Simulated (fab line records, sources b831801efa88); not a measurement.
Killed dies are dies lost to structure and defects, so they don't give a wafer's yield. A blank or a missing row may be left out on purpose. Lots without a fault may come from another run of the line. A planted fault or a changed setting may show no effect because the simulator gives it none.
Chamber matching | flow gf180mcu | GF_MIM_CVD_05 on pecvd-04: 3 sister chambers
The step deposits Si3N4, target thk 42 nm, time 29.086 s. 15 wafers are shown with their chamber, then 7 later ones without.

WAFERS WITH THEIR CHAMBER
wafer  | chamber | heater_power_w (W)
L724.3 | 2       | 678
L724.5 | 0       | 612
L724.6 | 2       | 684
L725.1 | 1       | 609
L725.4 | 0       | 594
L725.6 | 1       | 609
L726.1 | 2       | 680
L726.2 | 1       | 658
L726.4 | 2       | 685
L727.1 | 2       | 658
L727.4 | 2       | 688
L727.6 | 1       | 707
L728.1 | 2       | 672
L728.4 | 1       | 706
L728.5 | 0       | 677

SIGNATURES (means of the wafers above)
reading        | chamber 0 | chamber 1 | chamber 2 | scatter within a chamber
heater_power_w | 627.67    | 657.80    | 677.86    | 34.1
Rule: a wafer's distance from a chamber is the root of the sum, over the readings, of the square of ((its reading less the chamber's mean) divided by the reading's scatter). The wafer belongs to the nearest chamber; if the next one is less than 2 further off, it can't be placed. The scatter: the root of (the sum of the squares of (reading less its chamber's mean) over the shown wafers, divided by (wafers less chambers)).

WAFERS WITHOUT THEIR CHAMBER
wafer  | heater_power_w (W)
L731.1 | 649
L731.2 | 665
L733.4 | 666
L733.5 | 661
L744.2 | 719
L744.3 | 623
L744.6 | 708

WHICH CHAMBER EACH WENT THROUGH
wafer  | from the rows above          | in truth
L731.1 | can't be placed: 1 or 0 or 2 | 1
L731.2 | can't be placed: 1 or 2 or 0 | 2
L733.4 | can't be placed: 1 or 2 or 0 | 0
L733.5 | can't be placed: 1 or 2 or 0 | 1
L744.2 | can't be placed: 2 or 1 or 0 | 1
L744.3 | can't be placed: 0 or 1 or 2 | 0
L744.6 | can't be placed: 2 or 1 or 0 | 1
Placed correctly: 0 of 7. Can't be placed from these rows: 7 (the true chamber is among the candidates in 7). Placed wrongly: 0.
